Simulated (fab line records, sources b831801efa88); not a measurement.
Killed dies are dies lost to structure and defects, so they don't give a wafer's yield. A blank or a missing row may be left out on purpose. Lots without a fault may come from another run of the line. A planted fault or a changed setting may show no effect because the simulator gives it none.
A struck lot beside a sound one | flow gf180mcu | 14 steps out of a route of 602
Sound: wafers L524.4, L524.5, L524.6. Struck: wafers L516.3, L516.5, L516.6. The cause comes at the end.
At each step with rows: each side's tool, then ch and its chambers, then its first start. Under that, the readings that differ: sound wafers | struck wafers | difference of the means | sigmas: that difference in standard deviations of wafers without a fault.
alike: readings whose means differ by less than 2 such deviations, and words and numbers that are the same on both sides. not compared: withheld readings, readings that some wafer has no value for, bounds like >300 that may hide the same value, and numbers for which the record gives no deviation and whose values overlap.
The two part at a step that has a row with sigmas, a row that says differs or no value, or rows on one side only. Numbers that don't overlap but have no deviation are shown without sigmas and don't part them. A reading that every wafer of one side lacks parts them only if that side has two wafers or more.

GF_POLY_GATE_OVL_MEAS_11:
  sound on overlay-01, day 15 09:59; struck on overlay-01, day 13 02:58
  alike: POLY_GATE_OVL
GF_POLY_GATE_ETCH_12: etches BARC in N2/H2.
  sound on rie_diel-04 ch 1,2,3, day 15 10:01; struck on rie_diel-04 ch 0,2,3, day 13 02:59
  alike: drypump_motor_current_A, oes_product_au, throttle_valve_pct
GF_POLY_GATE_ETCH_13: etches poly-Si in HBr/Cl2, stops on SiO2, target depth 198.5 nm, time 69.6 s.
  sound on rie_si-02 ch 0,1,2, day 15 10:02; struck on rie_si-02 ch 0,1, day 13 03:02
  alike: drypump_motor_current_A, oes_product_au, throttle_valve_pct
  not compared: rf_hours_counter_h
GF_POLY_GATE_STRIP_14: strips in O2/N2.
  sound on plasma_asher-03 ch 0,1, day 15 10:08; struck on plasma_asher-04 ch 0,1, day 13 03:07
  reading            | sound       | struck      | difference | sigmas
  heater_power_w (W) | 318 326 322 | 384 353 382 | +51        | +2
  alike: drypump_motor_current_A, oes_product_au
  not compared: rf_hours_counter_h
then, 2 steps without rows for these wafers: GF_POLY_GATE_CLEAN_15 (cleans in SC1/SC2, time 150 s); GF_POLY_GATE_OXIDATION_16 (stabilise 600 s, purge 300 s, target thk 4 nm).
GF_POLY_GATE_THK_MEAS_17:
  sound on film_metro-04, day 15 11:58; struck on film_metro-03, day 13 04:47
  alike: POLY_GATE_OXIDATION_THK
GF_POLY_GATE_CD_MEAS_18:
  sound on cd_sem-02, day 15 12:05; struck on cd_sem-02, day 13 04:53
  alike: cd_nm
then, 4 steps without rows for these wafers: GF_HV_LDD_DEHYDRATE_00 (time 60 s); GF_HV_LDD_HMDS_01 (prime time 60 s); GF_HV_LDD_COAT_02 (resist thk 1000 nm); GF_HV_LDD_SOFTBAKE_03 (time 60 s).
GF_HV_LDD_EXPOSE_04: exposes mask Nplus LV AREA, target cd 400 nm.
  sound on iline_stepper-02 ch 0, day 15 23:04; struck on iline_stepper-01, day 13 15:11
  no value came back on the struck wafers for exposure_dose_mJ_cm2, focus_offset_nm (nm), na, reticle_temp_C (C); on the sound wafers exposure_dose_mJ_cm2 reads 140.13 140.36 140.17
  alike: mask
then, 1 step without rows for these wafers: GF_HV_LDD_PEB_05.

WHERE THEY PART
First at GF_POLY_GATE_STRIP_14; last, within this record, at GF_HV_LDD_EXPOSE_04.

WHY: what the simulator had put in
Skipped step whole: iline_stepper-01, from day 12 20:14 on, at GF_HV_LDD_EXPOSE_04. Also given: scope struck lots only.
